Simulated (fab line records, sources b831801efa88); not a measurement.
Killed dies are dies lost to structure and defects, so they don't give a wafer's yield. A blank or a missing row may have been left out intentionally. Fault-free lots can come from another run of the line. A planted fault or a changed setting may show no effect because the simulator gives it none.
Which tool was responsible? ; flow sky130 ; Sampling: 11 lots, 33 wafers, 2 of 708 route steps

## WHAT EACH GAUGE READ, for each wafer
SKY_SPACER_THK_MEAS_01.
lot;measured;on;SPACER_CVD_00_THK (nm)
L150;day 24 11:55;film metro-01;43.4 43.4 43.3
L154;day 25 03:50;film metro-04;42.6 42.4 42.8
L155;day 25 14:27;film metro-01;42.2 43.0 43.0
L165;day 28 07:49;film metro-04;43.6 43.6 43.5
L166;day 28 12:29;film metro-02;42.9 43.2 43.0
L167;day 28 22:43;film metro-04;43.0 42.4 42.8
L168;day 29 10:49;film metro-01;43.0 42.6 42.7
L169;day 29 16:19;film metro-02;42.6 42.4 42.5
L170;day 30 07:11;film metro-04;42.8 42.7 42.5
L171;day 30 17:11;film metro-04;42.7 42.9 43.1
L173;day 30 19:38;film metro-04;43.6 43.4 43.5

## TOOL THAT RAN EACH LOT (tool first, then ch and the chambers of the sampled wafers, then the start)
lot;SKY_LDD_HVP_STRIP_09
L150;plasma asher-03 ch 0, day 23 02:32
L154;plasma asher-02 ch 0,1, day 23 20:20
L155;plasma asher-04 ch 0,1, day 24 07:34
L165;plasma asher-02 ch 0,1, day 27 00:01
L166;plasma asher-04 ch 0,1, day 27 04:39
L167;plasma asher-04 ch 0,1, day 27 15:46
L168;plasma asher-03 ch 0,1, day 28 04:39
L169;plasma asher-04 ch 0,1, day 28 10:04
L170;plasma asher-02 ch 0,1, day 28 21:05
L171;plasma asher-04 ch 0,1, day 29 11:11
L173;plasma asher-02 ch 0,1, day 29 13:23
- SKY_LDD_HVP_STRIP_09: strips in O2/N2.

## THE ANSWER, worked out from the rows above alone
Rule: usual is defined by the lots themselves. The widest of any qualifying gaps counts: lots, ordered by their means at a reading, are off when they make up no more than a third of the lots, leave a main group of 4 or more, and stand apart from it by 3 or more times the standard deviation of that group's means. Not used: any main group whose means are identical at the precision the tables above print for the reading. A lot without any number at a reading at which 4 lots or more have one is off too. All remaining lots with rows at the step are treated as sound.
No lot is off on any of the readings shown, so nothing can be concluded from this.

## WHAT HAD BEEN PUT IN BY THE SIMULATOR
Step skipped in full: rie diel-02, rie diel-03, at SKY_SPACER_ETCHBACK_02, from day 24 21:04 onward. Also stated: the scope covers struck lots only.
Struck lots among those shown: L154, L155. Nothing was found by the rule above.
